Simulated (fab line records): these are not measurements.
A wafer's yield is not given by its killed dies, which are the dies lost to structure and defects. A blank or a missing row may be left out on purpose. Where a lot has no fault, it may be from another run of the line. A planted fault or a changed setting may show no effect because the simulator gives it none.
fab line records / flow sky130
record: lots: 14 wafers: 42 last-day: 50
route steps=708 shown VIA2@520 METAL3@533
lots untouched by any fault: they come from a run of this same line in which no faults occurred
start-h: hours from the record's opening day to when the first of the lot's shown wafers began / wait-h: hours from the lot's prior step to this one / " identical to the entry in the row above / L1.1+2: several wafers, shown together as one row / - no value, or no start given / * or withheld: withheld / < > ~ a bound
route shown NAME@n: a module of which the file shows steps, and the number in the route of the first / usual: average and standard deviation across the fault-free wafers / same: alike in all rows / chamber/n: place in a boat / sites: readings site by site / _std_site: standard deviation across them / _edge_site: mean of outer sites minus mean of inner sites / radius-mm: how far each site lies from the wafer's centre / mask NAME#n: copy n / behind: tool/chamber where the wafer was last shaped / hold: the reason the lot was held/the length of the hold in hours/how it ended / device: which transistor (n, p or np) failed to switch / end of line: tests of these same wafers at the route's end / step lacking rows: just its recipe / killed: dies lost to structure and defects at the first sort, not the wafer's yield / map: shows each die of a wafer: x if killed, . if not, _ if none is there
set.NAME: the setting as run; set.NAME@STEP: as run at that earlier step / model.NAME: the simulator's own value behind a step, which no gauge read
steps of the route over a sample of lots; a table a step, a row a wafer
services: the hour from which a tool's chamber was out of use, counted from the record's first day as start-h (under 0 if before that day), plus the number of hours and why
== steps ==
step: SKY_VIA2_OVL_MEAS_13
usual: VIA2_OVL: 4/4.8
lot.wafer=L563.2 tool=overlay-02 chamber=- start-h=842.92 wait-h=0.1 VIA2_OVL[nm]=7
lot.wafer=L563.3 tool=overlay-02 chamber=- start-h=842.92 wait-h=0.1 VIA2_OVL[nm]=10
lot.wafer=L563.6 tool=overlay-02 chamber=- start-h=842.92 wait-h=0.1 VIA2_OVL[nm]=8
lot.wafer=L564.1 tool=overlay-01 chamber=- start-h=855.11 wait-h=0.1 VIA2_OVL[nm]=6
lot.wafer=L564.3 tool=overlay-01 chamber=- start-h=855.11 wait-h=0.1 VIA2_OVL[nm]=11
lot.wafer=L564.6 tool=overlay-01 chamber=- start-h=855.11 wait-h=0.1 VIA2_OVL[nm]=0
lot.wafer=L567.3 tool=overlay-01 chamber=- start-h=881.96 wait-h=0.1 VIA2_OVL[nm]=10
lot.wafer=L567.4 tool=overlay-01 chamber=- start-h=881.96 wait-h=0.1 VIA2_OVL[nm]=7
lot.wafer=L567.6 tool=overlay-01 chamber=- start-h=881.96 wait-h=0.1 VIA2_OVL[nm]=12
lot.wafer=L570.1 tool=overlay-01 chamber=- start-h=902.41 wait-h=0.1 VIA2_OVL[nm]=-8
lot.wafer=L570.2 tool=overlay-01 chamber=- start-h=902.41 wait-h=0.1 VIA2_OVL[nm]=-1
lot.wafer=L570.5 tool=overlay-01 chamber=- start-h=902.41 wait-h=0.1 VIA2_OVL[nm]=-9
lot.wafer=L571.1 tool=overlay-01 chamber=- start-h=906.62 wait-h=0.1 VIA2_OVL[nm]=-7
lot.wafer=L571.2 tool=overlay-01 chamber=- start-h=906.62 wait-h=0.1 VIA2_OVL[nm]=5
lot.wafer=L571.3 tool=overlay-01 chamber=- start-h=906.62 wait-h=0.1 VIA2_OVL[nm]=1
lot.wafer=L572.2 tool=overlay-01 chamber=- start-h=915.70 wait-h=0.1 VIA2_OVL[nm]=9
lot.wafer=L572.4 tool=overlay-01 chamber=- start-h=915.70 wait-h=0.1 VIA2_OVL[nm]=6
lot.wafer=L572.6 tool=overlay-01 chamber=- start-h=915.70 wait-h=0.1 VIA2_OVL[nm]=9
lot.wafer=L574.3 tool=overlay-02 chamber=- start-h=936.57 wait-h=0.1 VIA2_OVL[nm]=5
lot.wafer=L574.4 tool=overlay-02 chamber=- start-h=936.57 wait-h=0.1 VIA2_OVL[nm]=13
lot.wafer=L574.5 tool=overlay-02 chamber=- start-h=936.57 wait-h=0.1 VIA2_OVL[nm]=7
lot.wafer=L575.1 tool=overlay-02 chamber=- start-h=942.77 wait-h=0.1 VIA2_OVL[nm]=5
lot.wafer=L575.2 tool=overlay-02 chamber=- start-h=942.77 wait-h=0.1 VIA2_OVL[nm]=-5
lot.wafer=L575.4 tool=overlay-02 chamber=- start-h=942.77 wait-h=0.1 VIA2_OVL[nm]=-1
lot.wafer=L576.2 tool=overlay-01 chamber=- start-h=945.90 wait-h=0.1 VIA2_OVL[nm]=-1
lot.wafer=L576.4 tool=overlay-01 chamber=- start-h=945.90 wait-h=0.1 VIA2_OVL[nm]=2
lot.wafer=L576.6 tool=overlay-01 chamber=- start-h=945.90 wait-h=0.1 VIA2_OVL[nm]=2
lot.wafer=L580.4 tool=overlay-02 chamber=- start-h=993.64 wait-h=0.1 VIA2_OVL[nm]=2
lot.wafer=L580.5 tool=overlay-02 chamber=- start-h=993.64 wait-h=0.1 VIA2_OVL[nm]=6
lot.wafer=L580.6 tool=overlay-02 chamber=- start-h=993.64 wait-h=0.1 VIA2_OVL[nm]=5
lot.wafer=L583.3 tool=overlay-01 chamber=- start-h=996.03 wait-h=0.1 VIA2_OVL[nm]=7
lot.wafer=L583.4 tool=overlay-01 chamber=- start-h=996.03 wait-h=0.1 VIA2_OVL[nm]=7
lot.wafer=L583.6 tool=overlay-01 chamber=- start-h=996.03 wait-h=0.1 VIA2_OVL[nm]=10
lot.wafer=L584.2 tool=overlay-01 chamber=- start-h=1002.22 wait-h=0.1 VIA2_OVL[nm]=7
lot.wafer=L584.3 tool=overlay-01 chamber=- start-h=1002.22 wait-h=0.1 VIA2_OVL[nm]=2
lot.wafer=L584.5 tool=overlay-01 chamber=- start-h=1002.22 wait-h=0.1 VIA2_OVL[nm]=3
lot.wafer=L585.2 tool=overlay-01 chamber=- start-h=1006.42 wait-h=0.1 VIA2_OVL[nm]=5
lot.wafer=L585.3 tool=overlay-01 chamber=- start-h=1006.42 wait-h=0.1 VIA2_OVL[nm]=6
lot.wafer=L585.5 tool=overlay-01 chamber=- start-h=1006.42 wait-h=0.1 VIA2_OVL[nm]=8
lot.wafer=L586.2 tool=overlay-01 chamber=- start-h=1016.36 wait-h=0.1 VIA2_OVL[nm]=-5
lot.wafer=L586.3 tool=overlay-01 chamber=- start-h=1016.36 wait-h=0.1 VIA2_OVL[nm]=4
lot.wafer=L586.4 tool=overlay-01 chamber=- start-h=1016.36 wait-h=0.1 VIA2_OVL[nm]=-7
step: SKY_VIA2_THK_MEAS_23
recipe: thk-meas-gauge: xrf reads: W_of_VIA2_CVD_21
usual: VIA2_W_THK: 410/8.5
lot.wafer=L563.2 tool=film-metro-01 chamber=- start-h=843.97 wait-h=0.1 VIA2_W_THK[nm]=400
lot.wafer=L563.3 tool=film-metro-01 chamber=- start-h=843.97 wait-h=0.1 VIA2_W_THK[nm]=396
lot.wafer=L563.6 tool=film-metro-01 chamber=- start-h=843.97 wait-h=0.1 VIA2_W_THK[nm]=404
lot.wafer=L564.1 tool=film-metro-01 chamber=- start-h=856.15 wait-h=0.1 VIA2_W_THK[nm]=394
lot.wafer=L564.3 tool=film-metro-01 chamber=- start-h=856.15 wait-h=0.1 VIA2_W_THK[nm]=396
lot.wafer=L564.6 tool=film-metro-01 chamber=- start-h=856.15 wait-h=0.1 VIA2_W_THK[nm]=397
lot.wafer=L567.3 tool=film-metro-03 chamber=- start-h=883.05 wait-h=0.1 VIA2_W_THK[nm]=423
lot.wafer=L567.4 tool=film-metro-03 chamber=- start-h=883.05 wait-h=0.1 VIA2_W_THK[nm]=416
lot.wafer=L567.6 tool=film-metro-03 chamber=- start-h=883.05 wait-h=0.1 VIA2_W_THK[nm]=404
lot.wafer=L570.1 tool=film-metro-01 chamber=- start-h=903.51 wait-h=0.1 VIA2_W_THK[nm]=401
lot.wafer=L570.2 tool=film-metro-01 chamber=- start-h=903.51 wait-h=0.1 VIA2_W_THK[nm]=412
lot.wafer=L570.5 tool=film-metro-01 chamber=- start-h=903.51 wait-h=0.1 VIA2_W_THK[nm]=402
lot.wafer=L571.1 tool=film-metro-03 chamber=- start-h=907.69 wait-h=0.1 VIA2_W_THK[nm]=419
lot.wafer=L571.2 tool=film-metro-03 chamber=- start-h=907.69 wait-h=0.1 VIA2_W_THK[nm]=408
lot.wafer=L571.3 tool=film-metro-03 chamber=- start-h=907.69 wait-h=0.1 VIA2_W_THK[nm]=412
lot.wafer=L572.2 tool=film-metro-01 chamber=- start-h=916.78 wait-h=0.1 VIA2_W_THK[nm]=410
lot.wafer=L572.4 tool=film-metro-01 chamber=- start-h=916.78 wait-h=0.1 VIA2_W_THK[nm]=405
lot.wafer=L572.6 tool=film-metro-01 chamber=- start-h=916.78 wait-h=0.1 VIA2_W_THK[nm]=407
lot.wafer=L574.3 tool=film-metro-01 chamber=- start-h=937.68 wait-h=0.1 VIA2_W_THK[nm]=404
lot.wafer=L574.4 tool=film-metro-01 chamber=- start-h=937.68 wait-h=0.1 VIA2_W_THK[nm]=396
lot.wafer=L574.5 tool=film-metro-01 chamber=- start-h=937.68 wait-h=0.1 VIA2_W_THK[nm]=403
lot.wafer=L575.1 tool=film-metro-01 chamber=- start-h=943.88 wait-h=0.1 VIA2_W_THK[nm]=405
lot.wafer=L575.2 tool=film-metro-01 chamber=- start-h=943.88 wait-h=0.1 VIA2_W_THK[nm]=400
lot.wafer=L575.4 tool=film-metro-01 chamber=- start-h=943.88 wait-h=0.1 VIA2_W_THK[nm]=418
lot.wafer=L576.2 tool=film-metro-03 chamber=- start-h=946.96 wait-h=0.1 VIA2_W_THK[nm]=414
lot.wafer=L576.4 tool=film-metro-03 chamber=- start-h=946.96 wait-h=0.1 VIA2_W_THK[nm]=408
lot.wafer=L576.6 tool=film-metro-03 chamber=- start-h=946.96 wait-h=0.1 VIA2_W_THK[nm]=409
lot.wafer=L580.4 tool=film-metro-01 chamber=- start-h=994.69 wait-h=0.1 VIA2_W_THK[nm]=413
lot.wafer=L580.5 tool=film-metro-01 chamber=- start-h=994.69 wait-h=0.1 VIA2_W_THK[nm]=400
lot.wafer=L580.6 tool=film-metro-01 chamber=- start-h=994.69 wait-h=0.1 VIA2_W_THK[nm]=416
lot.wafer=L583.3 tool=film-metro-04 chamber=- start-h=997.08 wait-h=0.1 VIA2_W_THK[nm]=408
lot.wafer=L583.4 tool=film-metro-04 chamber=- start-h=997.08 wait-h=0.1 VIA2_W_THK[nm]=424
lot.wafer=L583.6 tool=film-metro-04 chamber=- start-h=997.08 wait-h=0.1 VIA2_W_THK[nm]=420
lot.wafer=L584.2 tool=film-metro-04 chamber=- start-h=1003.27 wait-h=0.1 VIA2_W_THK[nm]=422
lot.wafer=L584.3 tool=film-metro-04 chamber=- start-h=1003.27 wait-h=0.1 VIA2_W_THK[nm]=427
lot.wafer=L584.5 tool=film-metro-04 chamber=- start-h=1003.27 wait-h=0.1 VIA2_W_THK[nm]=418
lot.wafer=L585.2 tool=film-metro-03 chamber=- start-h=1007.47 wait-h=0.1 VIA2_W_THK[nm]=410
lot.wafer=L585.3 tool=film-metro-03 chamber=- start-h=1007.47 wait-h=0.1 VIA2_W_THK[nm]=423
lot.wafer=L585.5 tool=film-metro-03 chamber=- start-h=1007.47 wait-h=0.1 VIA2_W_THK[nm]=409
lot.wafer=L586.2 tool=film-metro-01 chamber=- start-h=1017.50 wait-h=0.1 VIA2_W_THK[nm]=407
lot.wafer=L586.3 tool=film-metro-01 chamber=- start-h=1017.50 wait-h=0.1 VIA2_W_THK[nm]=429
lot.wafer=L586.4 tool=film-metro-01 chamber=- start-h=1017.50 wait-h=0.1 VIA2_W_THK[nm]=411
step: SKY_METAL3_SPUTTER_01
recipe: material: TiN target-thk-nm: 20 power-w: 6500 time-s: 16.7 chamber-pressure-pa: 0.4
usual: cathode-dc-power-W: 6500.1/1.3 chamber-pressure-pa: 0.4001/0.0008 throttle-valve-pct: 29.8/0.98
lot.wafer=L563.2 tool=pvd-sputter-03 chamber=- start-h=844.34 wait-h=0.0 cathode-dc-power-W=6498.2 chamber-pressure-pa=0.3994 throttle-valve-pct=30.3
lot.wafer=L563.3 tool=pvd-sputter-03 chamber=- start-h=844.34 wait-h=0.0 cathode-dc-power-W=6500.4 chamber-pressure-pa=0.3995 throttle-valve-pct=30.6
lot.wafer=L563.6 tool=pvd-sputter-03 chamber=- start-h=844.34 wait-h=0.0 cathode-dc-power-W=6498.0 chamber-pressure-pa=0.4008 throttle-valve-pct=29.3
lot.wafer=L564.1 tool=pvd-sputter-01 chamber=- start-h=856.53 wait-h=0.0 cathode-dc-power-W=6500.0 chamber-pressure-pa=0.4007 throttle-valve-pct=30.5
lot.wafer=L564.3 tool=pvd-sputter-01 chamber=- start-h=856.53 wait-h=0.0 cathode-dc-power-W=6498.3 chamber-pressure-pa=0.4004 throttle-valve-pct=29.7
lot.wafer=L564.6 tool=pvd-sputter-01 chamber=- start-h=856.53 wait-h=0.0 cathode-dc-power-W=6499.0 chamber-pressure-pa=0.4002 throttle-valve-pct=30.7
lot.wafer=L567.3 tool=pvd-sputter-02 chamber=- start-h=883.41 wait-h=0.0 cathode-dc-power-W=6500.7 chamber-pressure-pa=0.4009 throttle-valve-pct=29.2
lot.wafer=L567.4 tool=pvd-sputter-02 chamber=- start-h=883.41 wait-h=0.0 cathode-dc-power-W=6499.1 chamber-pressure-pa=0.3995 throttle-valve-pct=28.2
lot.wafer=L567.6 tool=pvd-sputter-02 chamber=- start-h=883.41 wait-h=0.0 cathode-dc-power-W=6499.1 chamber-pressure-pa=0.4004 throttle-valve-pct=28.9
lot.wafer=L570.1 tool=pvd-sputter-01 chamber=- start-h=903.90 wait-h=0.0 cathode-dc-power-W=6502.0 chamber-pressure-pa=0.4011 throttle-valve-pct=29.0
lot.wafer=L570.2 tool=pvd-sputter-01 chamber=- start-h=903.90 wait-h=0.0 cathode-dc-power-W=6501.2 chamber-pressure-pa=0.4014 throttle-valve-pct=29.8
lot.wafer=L570.5 tool=pvd-sputter-01 chamber=- start-h=903.90 wait-h=0.0 cathode-dc-power-W=6499.0 chamber-pressure-pa=0.4003 throttle-valve-pct=28.8
lot.wafer=L571.1 tool=pvd-sputter-03 chamber=- start-h=908.07 wait-h=0.0 cathode-dc-power-W=6500.1 chamber-pressure-pa=0.3991 throttle-valve-pct=31.7
lot.wafer=L571.2 tool=pvd-sputter-03 chamber=- start-h=908.07 wait-h=0.0 cathode-dc-power-W=6499.8 chamber-pressure-pa=0.4002 throttle-valve-pct=30.5
lot.wafer=L571.3 tool=pvd-sputter-03 chamber=- start-h=908.07 wait-h=0.0 cathode-dc-power-W=6501.2 chamber-pressure-pa=0.4009 throttle-valve-pct=29.7
lot.wafer=L572.2 tool=pvd-sputter-03 chamber=- start-h=917.16 wait-h=0.0 cathode-dc-power-W=6500.2 chamber-pressure-pa=0.4005 throttle-valve-pct=30.5
lot.wafer=L572.4 tool=pvd-sputter-03 chamber=- start-h=917.16 wait-h=0.0 cathode-dc-power-W=6500.4 chamber-pressure-pa=0.3995 throttle-valve-pct=29.4
lot.wafer=L572.6 tool=pvd-sputter-03 chamber=- start-h=917.16 wait-h=0.0 cathode-dc-power-W=6498.2 chamber-pressure-pa=0.4001 throttle-valve-pct=30.3
lot.wafer=L574.3 tool=pvd-sputter-02 chamber=- start-h=938.13 wait-h=0.0 cathode-dc-power-W=6500.2 chamber-pressure-pa=0.4008 throttle-valve-pct=28.2
lot.wafer=L574.4 tool=pvd-sputter-02 chamber=- start-h=938.13 wait-h=0.0 cathode-dc-power-W=6501.8 chamber-pressure-pa=0.4004 throttle-valve-pct=29.1
lot.wafer=L574.5 tool=pvd-sputter-02 chamber=- start-h=938.13 wait-h=0.0 cathode-dc-power-W=6501.0 chamber-pressure-pa=0.4008 throttle-valve-pct=30.4
lot.wafer=L575.1 tool=pvd-sputter-03 chamber=- start-h=944.31 wait-h=0.0 cathode-dc-power-W=6500.3 chamber-pressure-pa=0.4004 throttle-valve-pct=30.2
lot.wafer=L575.2 tool=pvd-sputter-03 chamber=- start-h=944.31 wait-h=0.0 cathode-dc-power-W=6499.6 chamber-pressure-pa=0.3994 throttle-valve-pct=29.3
lot.wafer=L575.4 tool=pvd-sputter-03 chamber=- start-h=944.31 wait-h=0.0 cathode-dc-power-W=6497.4 chamber-pressure-pa=0.3986 throttle-valve-pct=31.5
lot.wafer=L576.2 tool=pvd-sputter-01 chamber=- start-h=947.33 wait-h=0.0 cathode-dc-power-W=6497.8 chamber-pressure-pa=0.3995 throttle-valve-pct=28.8
lot.wafer=L576.4 tool=pvd-sputter-01 chamber=- start-h=947.33 wait-h=0.0 cathode-dc-power-W=6501.5 chamber-pressure-pa=0.4013 throttle-valve-pct=29.5
lot.wafer=L576.6 tool=pvd-sputter-01 chamber=- start-h=947.33 wait-h=0.0 cathode-dc-power-W=6500.6 chamber-pressure-pa=0.4012 throttle-valve-pct=30.7
lot.wafer=L580.4 tool=pvd-sputter-01 chamber=- start-h=995.04 wait-h=0.0 cathode-dc-power-W=6500.7 chamber-pressure-pa=0.3994 throttle-valve-pct=29.8
lot.wafer=L580.5 tool=pvd-sputter-01 chamber=- start-h=995.04 wait-h=0.0 cathode-dc-power-W=6498.2 chamber-pressure-pa=0.3991 throttle-valve-pct=30.0
lot.wafer=L580.6 tool=pvd-sputter-01 chamber=- start-h=995.04 wait-h=0.0 cathode-dc-power-W=6501.6 chamber-pressure-pa=0.4007 throttle-valve-pct=29.6
lot.wafer=L583.3 tool=pvd-sputter-02 chamber=- start-h=997.44 wait-h=0.0 cathode-dc-power-W=6500.2 chamber-pressure-pa=0.3992 throttle-valve-pct=29.0
lot.wafer=L583.4 tool=pvd-sputter-02 chamber=- start-h=997.44 wait-h=0.0 cathode-dc-power-W=6500.1 chamber-pressure-pa=0.4001 throttle-valve-pct=28.9
lot.wafer=L583.6 tool=pvd-sputter-02 chamber=- start-h=997.44 wait-h=0.0 cathode-dc-power-W=6499.4 chamber-pressure-pa=0.4023 throttle-valve-pct=30.1
lot.wafer=L584.2 tool=pvd-sputter-03 chamber=- start-h=1003.64 wait-h=0.0 cathode-dc-power-W=6500.7 chamber-pressure-pa=0.3990 throttle-valve-pct=30.5
lot.wafer=L584.3 tool=pvd-sputter-03 chamber=- start-h=1003.64 wait-h=0.0 cathode-dc-power-W=6497.5 chamber-pressure-pa=0.3999 throttle-valve-pct=31.6
lot.wafer=L584.5 tool=pvd-sputter-03 chamber=- start-h=1003.64 wait-h=0.0 cathode-dc-power-W=6498.8 chamber-pressure-pa=0.3996 throttle-valve-pct=30.3
lot.wafer=L585.2 tool=pvd-sputter-02 chamber=- start-h=1007.84 wait-h=0.0 cathode-dc-power-W=6499.8 chamber-pressure-pa=0.3993 throttle-valve-pct=28.8
lot.wafer=L585.3 tool=pvd-sputter-02 chamber=- start-h=1007.84 wait-h=0.0 cathode-dc-power-W=6498.7 chamber-pressure-pa=0.4003 throttle-valve-pct=27.9
lot.wafer=L585.5 tool=pvd-sputter-02 chamber=- start-h=1007.84 wait-h=0.0 cathode-dc-power-W=6498.1 chamber-pressure-pa=0.3998 throttle-valve-pct=29.3
lot.wafer=L586.2 tool=pvd-sputter-01 chamber=- start-h=1017.87 wait-h=0.0 cathode-dc-power-W=6498.8 chamber-pressure-pa=0.4003 throttle-valve-pct=30.7
lot.wafer=L586.3 tool=pvd-sputter-01 chamber=- start-h=1017.87 wait-h=0.0 cathode-dc-power-W=6500.5 chamber-pressure-pa=0.3984 throttle-valve-pct=29.6
lot.wafer=L586.4 tool=pvd-sputter-01 chamber=- start-h=1017.87 wait-h=0.0 cathode-dc-power-W=6497.1 chamber-pressure-pa=0.4005 throttle-valve-pct=29.3
step: SKY_METAL3_SPUTTER_03
recipe: material: Ti target-thk-nm: 5 power-w: 3000 time-s: 3.3 chamber-pressure-pa: 0.4
usual: cathode-dc-power-W: 3000.1/0.55 chamber-pressure-pa: 0.3999/0.00076 throttle-valve-pct: 29.8/0.97
lot.wafer=L563.2 tool=pvd-sputter-03 chamber=- start-h=844.41 wait-h=0.0 cathode-dc-power-W=2999.8 chamber-pressure-pa=0.4003 throttle-valve-pct=30.4
lot.wafer=L563.3 tool=pvd-sputter-03 chamber=- start-h=844.41 wait-h=0.0 cathode-dc-power-W=2999.2 chamber-pressure-pa=0.3995 throttle-valve-pct=30.6
lot.wafer=L563.6 tool=pvd-sputter-03 chamber=- start-h=844.41 wait-h=0.0 cathode-dc-power-W=2999.7 chamber-pressure-pa=0.4003 throttle-valve-pct=29.3
lot.wafer=L564.1 tool=pvd-sputter-01 chamber=- start-h=856.60 wait-h=0.0 cathode-dc-power-W=3000.2 chamber-pressure-pa=0.3989 throttle-valve-pct=30.8
lot.wafer=L564.3 tool=pvd-sputter-01 chamber=- start-h=856.60 wait-h=0.0 cathode-dc-power-W=2999.8 chamber-pressure-pa=0.3990 throttle-valve-pct=29.6
lot.wafer=L564.6 tool=pvd-sputter-01 chamber=- start-h=856.60 wait-h=0.0 cathode-dc-power-W=3000.6 chamber-pressure-pa=0.4005 throttle-valve-pct=30.9
lot.wafer=L567.3 tool=pvd-sputter-02 chamber=- start-h=883.48 wait-h=0.0 cathode-dc-power-W=2999.8 chamber-pressure-pa=0.4003 throttle-valve-pct=29.6
lot.wafer=L567.4 tool=pvd-sputter-02 chamber=- start-h=883.48 wait-h=0.0 cathode-dc-power-W=3000.0 chamber-pressure-pa=0.3988 throttle-valve-pct=28.3
lot.wafer=L567.6 tool=pvd-sputter-02 chamber=- start-h=883.48 wait-h=0.0 cathode-dc-power-W=3000.6 chamber-pressure-pa=0.3992 throttle-valve-pct=28.7
lot.wafer=L570.1 tool=pvd-sputter-01 chamber=- start-h=903.97 wait-h=0.0 cathode-dc-power-W=3000.9 chamber-pressure-pa=0.4007 throttle-valve-pct=28.7
lot.wafer=L570.2 tool=pvd-sputter-01 chamber=- start-h=903.97 wait-h=0.0 cathode-dc-power-W=3000.7 chamber-pressure-pa=0.3994 throttle-valve-pct=29.6
lot.wafer=L570.5 tool=pvd-sputter-01 chamber=- start-h=903.97 wait-h=0.0 cathode-dc-power-W=3000.0 chamber-pressure-pa=0.4009 throttle-valve-pct=28.7
lot.wafer=L571.1 tool=pvd-sputter-03 chamber=- start-h=908.13 wait-h=0.0 cathode-dc-power-W=3000.3 chamber-pressure-pa=0.4000 throttle-valve-pct=31.4
lot.wafer=L571.2 tool=pvd-sputter-03 chamber=- start-h=908.13 wait-h=0.0 cathode-dc-power-W=2999.7 chamber-pressure-pa=0.3992 throttle-valve-pct=30.5
lot.wafer=L571.3 tool=pvd-sputter-03 chamber=- start-h=908.13 wait-h=0.0 cathode-dc-power-W=3000.7 chamber-pressure-pa=0.4005 throttle-valve-pct=29.5
lot.wafer=L572.2 tool=pvd-sputter-03 chamber=- start-h=917.22 wait-h=0.0 cathode-dc-power-W=3000.4 chamber-pressure-pa=0.4001 throttle-valve-pct=30.2
lot.wafer=L572.4 tool=pvd-sputter-03 chamber=- start-h=917.22 wait-h=0.0 cathode-dc-power-W=3000.4 chamber-pressure-pa=0.4006 throttle-valve-pct=29.3
lot.wafer=L572.6 tool=pvd-sputter-03 chamber=- start-h=917.22 wait-h=0.0 cathode-dc-power-W=3000.0 chamber-pressure-pa=0.4013 throttle-valve-pct=30.6
lot.wafer=L574.3 tool=pvd-sputter-02 chamber=- start-h=938.20 wait-h=0.0 cathode-dc-power-W=- chamber-pressure-pa=- throttle-valve-pct=-
lot.wafer=L574.4 tool=pvd-sputter-02 chamber=- start-h=938.20 wait-h=0.0 cathode-dc-power-W=- chamber-pressure-pa=- throttle-valve-pct=-
lot.wafer=L574.5 tool=pvd-sputter-02 chamber=- start-h=938.20 wait-h=0.0 cathode-dc-power-W=- chamber-pressure-pa=- throttle-valve-pct=-
lot.wafer=L575.1 tool=pvd-sputter-03 chamber=- start-h=944.38 wait-h=0.0 cathode-dc-power-W=- chamber-pressure-pa=- throttle-valve-pct=-
lot.wafer=L575.2 tool=pvd-sputter-03 chamber=- start-h=944.38 wait-h=0.0 cathode-dc-power-W=- chamber-pressure-pa=- throttle-valve-pct=-
lot.wafer=L575.4 tool=pvd-sputter-03 chamber=- start-h=944.38 wait-h=0.0 cathode-dc-power-W=- chamber-pressure-pa=- throttle-valve-pct=-
lot.wafer=L576.2 tool=pvd-sputter-01 chamber=- start-h=947.40 wait-h=0.0 cathode-dc-power-W=2999.3 chamber-pressure-pa=0.3987 throttle-valve-pct=29.1
lot.wafer=L576.4 tool=pvd-sputter-01 chamber=- start-h=947.40 wait-h=0.0 cathode-dc-power-W=2998.9 chamber-pressure-pa=0.3990 throttle-valve-pct=29.4
lot.wafer=L576.6 tool=pvd-sputter-01 chamber=- start-h=947.40 wait-h=0.0 cathode-dc-power-W=3000.3 chamber-pressure-pa=0.4011 throttle-valve-pct=30.8
lot.wafer=L580.4 tool=pvd-sputter-01 chamber=- start-h=995.11 wait-h=0.0 cathode-dc-power-W=2999.8 chamber-pressure-pa=0.3995 throttle-valve-pct=29.8
lot.wafer=L580.5 tool=pvd-sputter-01 chamber=- start-h=995.11 wait-h=0.0 cathode-dc-power-W=2999.9 chamber-pressure-pa=0.3994 throttle-valve-pct=29.6
lot.wafer=L580.6 tool=pvd-sputter-01 chamber=- start-h=995.11 wait-h=0.0 cathode-dc-power-W=3000.4 chamber-pressure-pa=0.4000 throttle-valve-pct=29.3
lot.wafer=L583.3 tool=pvd-sputter-02 chamber=- start-h=997.51 wait-h=0.0 cathode-dc-power-W=2999.9 chamber-pressure-pa=0.3982 throttle-valve-pct=29.2
lot.wafer=L583.4 tool=pvd-sputter-02 chamber=- start-h=997.51 wait-h=0.0 cathode-dc-power-W=2999.7 chamber-pressure-pa=0.4011 throttle-valve-pct=28.7
lot.wafer=L583.6 tool=pvd-sputter-02 chamber=- start-h=997.51 wait-h=0.0 cathode-dc-power-W=2999.6 chamber-pressure-pa=0.4001 throttle-valve-pct=30.1
lot.wafer=L584.2 tool=pvd-sputter-03 chamber=- start-h=1003.71 wait-h=0.0 cathode-dc-power-W=2999.2 chamber-pressure-pa=0.3991 throttle-valve-pct=30.3
lot.wafer=L584.3 tool=pvd-sputter-03 chamber=- start-h=1003.71 wait-h=0.0 cathode-dc-power-W=3000.1 chamber-pressure-pa=0.3998 throttle-valve-pct=31.4
lot.wafer=L584.5 tool=pvd-sputter-03 chamber=- start-h=1003.71 wait-h=0.0 cathode-dc-power-W=3000.1 chamber-pressure-pa=0.3999 throttle-valve-pct=30.1
lot.wafer=L585.2 tool=pvd-sputter-02 chamber=- start-h=1007.91 wait-h=0.0 cathode-dc-power-W=3000.3 chamber-pressure-pa=0.4004 throttle-valve-pct=28.7
lot.wafer=L585.3 tool=pvd-sputter-02 chamber=- start-h=1007.91 wait-h=0.0 cathode-dc-power-W=2999.6 chamber-pressure-pa=0.4003 throttle-valve-pct=28.1
lot.wafer=L585.5 tool=pvd-sputter-02 chamber=- start-h=1007.91 wait-h=0.0 cathode-dc-power-W=3000.9 chamber-pressure-pa=0.4000 throttle-valve-pct=29.5
lot.wafer=L586.2 tool=pvd-sputter-01 chamber=- start-h=1017.94 wait-h=0.0 cathode-dc-power-W=2999.8 chamber-pressure-pa=0.4015 throttle-valve-pct=30.5
lot.wafer=L586.3 tool=pvd-sputter-01 chamber=- start-h=1017.94 wait-h=0.0 cathode-dc-power-W=2999.4 chamber-pressure-pa=0.4002 throttle-valve-pct=29.5
lot.wafer=L586.4 tool=pvd-sputter-01 chamber=- start-h=1017.94 wait-h=0.0 cathode-dc-power-W=3000.1 chamber-pressure-pa=0.4005 throttle-valve-pct=29.6
== services ==
tool=pvd-sputter-03 chamber=- start-h=931.22 hours=1.7 kind=repair
tool=pvd-sputter-03 chamber=- start-h=942.46 hours=1.6 kind=repair
== key ==
first-sign: step: SKY_METAL3_SPUTTER_03 reading: tool-record direction: missing
effect none on later readings
met-at SKY_METAL3_SPUTTER_03
struck-lots L574,L575
later-rows-left-out L574.3,L574.4,L574.5,L575.1,L575.2,L575.4
sort-left-out L574.3,L574.4,L574.5,L575.1,L575.2,L575.4
not-acting-at SKY_VIA2_OVL_MEAS_13,SKY_VIA2_THK_MEAS_23,SKY_METAL3_SPUTTER_01
onset-between 917.22 938.20
fault: kind: skipped-step-whole tool: pvd-sputter-02,pvd-sputter-03 chamber: - onset-h: 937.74 steps: SKY_METAL3_SPUTTER_03 scope: struck-lots-only
sort-left-out: the simulated sort isn't trusted on such a fault, so these wafers' sort isn't shown, and their yield isn't known
later-rows-left-out: the simulator's readings of these wafers behind a module that went badly wrong aren't trusted and aren't shown, but for the sort
